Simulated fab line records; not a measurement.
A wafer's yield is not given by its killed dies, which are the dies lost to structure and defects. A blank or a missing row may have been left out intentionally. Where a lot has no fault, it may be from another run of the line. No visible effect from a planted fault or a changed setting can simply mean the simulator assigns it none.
Which tool did it? + flow gf180mcu + 42 wafers from 14 lots sampled at 2 of the route's 602 steps

WHAT EACH GAUGE READ, for each wafer
GF_M2_THK_MEAS_06: measures by xrf.
| lot  | measured     | on            | M2_ALCU_THK (nm) |
|------|--------------|---------------|------------------|
| L275 | day 18 13:47 | film-metro-04 | 438 434 446      |
| L277 | day 19 06:18 | film-metro-02 | 436 435 446      |
| L278 | day 19 13:54 | film-metro-04 | 446 447 446      |
| L279 | day 19 16:47 | film-metro-04 | 445 437 441      |
| L281 | day 20 11:13 | film-metro-02 | 445 434 445      |
| L285 | day 21 20:10 | film-metro-04 | 439 443 439      |
| L287 | day 22 15:10 | film-metro-03 | 442 457 446      |
| L291 | day 23 23:38 | film-metro-02 | 451 448 439      |
| L293 | day 24 17:34 | film-metro-02 | 441 453 454      |
| L294 | day 25 01:23 | film-metro-02 | 428 431 430      |
| L295 | day 25 10:23 | film-metro-03 | 456 461 458      |
| L296 | day 25 14:52 | film-metro-03 | 441 440 445      |
| L297 | day 26 01:04 | film-metro-03 | 452 450 449      |
| L298 | day 26 01:56 | film-metro-03 | 455 456 457      |

WHAT TOOL EACH LOT RAN ON (gives the tool, then ch and the chambers of the sampled wafers, and finally the start)
| lot  | GF_NSD_IMPLANT_09               |
|------|---------------------------------|
| L275 | implanter-03 ch 0, day 13 16:34 |
| L277 | implanter-04 ch 0, day 14 06:22 |
| L278 | implanter-03 ch 0, day 14 11:29 |
| L279 | implanter-03 ch 0, day 14 16:55 |
| L281 | implanter-01 ch 0, day 15 08:18 |
| L285 | implanter-01 ch 0, day 16 14:05 |
| L287 | implanter-01 ch 0, day 17 07:44 |
| L291 | implanter-03 ch 0, day 18 18:08 |
| L293 | implanter-03 ch 0, day 19 13:30 |
| L294 | implanter-03 ch 0, day 19 23:10 |
| L295 | implanter-01 ch 0, day 20 08:16 |
| L296 | implanter-03 ch 0, day 20 14:31 |
| L297 | implanter-04 ch 0, day 21 00:44 |
| L298 | implanter-03 ch 0, day 21 03:14 |
- GF_NSD_IMPLANT_09

AS READ BY THE TOOLS THEMSELVES (means over the sampled wafers that have a number; for cases with no such wafer, the mark the record gives instead)
GF_NSD_IMPLANT_09.
| lot  | tool         | faraday-current-uA | tilt-deg (degrees) |
|------|--------------|--------------------|--------------------|
| L275 | implanter-03 | 11876              | 7.020              |
| L277 | implanter-04 | 12669              | 6.993              |
| L278 | implanter-03 | 11962              | 6.969              |
| L279 | implanter-03 | 12038              | 7.007              |
| L281 | implanter-01 | 11910              | 7.004              |
| L285 | implanter-01 | 11876              | 7.503              |
| L287 | implanter-01 | 11841              | 7.490              |
| L291 | implanter-03 | 12176              | 7.029              |
| L293 | implanter-03 | 11944              | 7.007              |
| L294 | implanter-03 | 11980              | 7.008              |
| L295 | implanter-01 | 12046              | 6.999              |
| L296 | implanter-03 | 12238              | 6.990              |
| L297 | implanter-04 | 12481              | 6.995              |
| L298 | implanter-03 | 11939              | 7.005              |

THE ANSWER, worked out from the rows above alone
Rule: the lots themselves supply what counts as usual. Put in order of their means at a reading, lots are off if they are a third of the lots or fewer, leave a main group of 4 or more, and stand apart from it by a gap of 3 or more times the standard deviation of the main group's means; of several such gaps the widest counts. A main group whose means are all the same, to the digits that the tables above print for the reading, isn't used. Also off: a lot with no number at a reading for which 4 or more lots have one. All remaining lots with rows at the step are treated as sound. First the gauges in route order, then the tools' own readings, where a lot's mean is used as printed above. At the first step where some lot is off, the reading lying furthest off is the one used; lots without a number count as furthest.
Off: L285, L287 (GF_NSD_IMPLANT_09, tilt-deg). The main group: mean 7.002 degrees, standard deviation 0.015.
If a tool, at that step or one of the process steps before it, ran each lot that is off and ran no sound lot following the first of them, it fits. Not one of the candidates tried fits.

WHAT THE SIMULATOR PUT IN
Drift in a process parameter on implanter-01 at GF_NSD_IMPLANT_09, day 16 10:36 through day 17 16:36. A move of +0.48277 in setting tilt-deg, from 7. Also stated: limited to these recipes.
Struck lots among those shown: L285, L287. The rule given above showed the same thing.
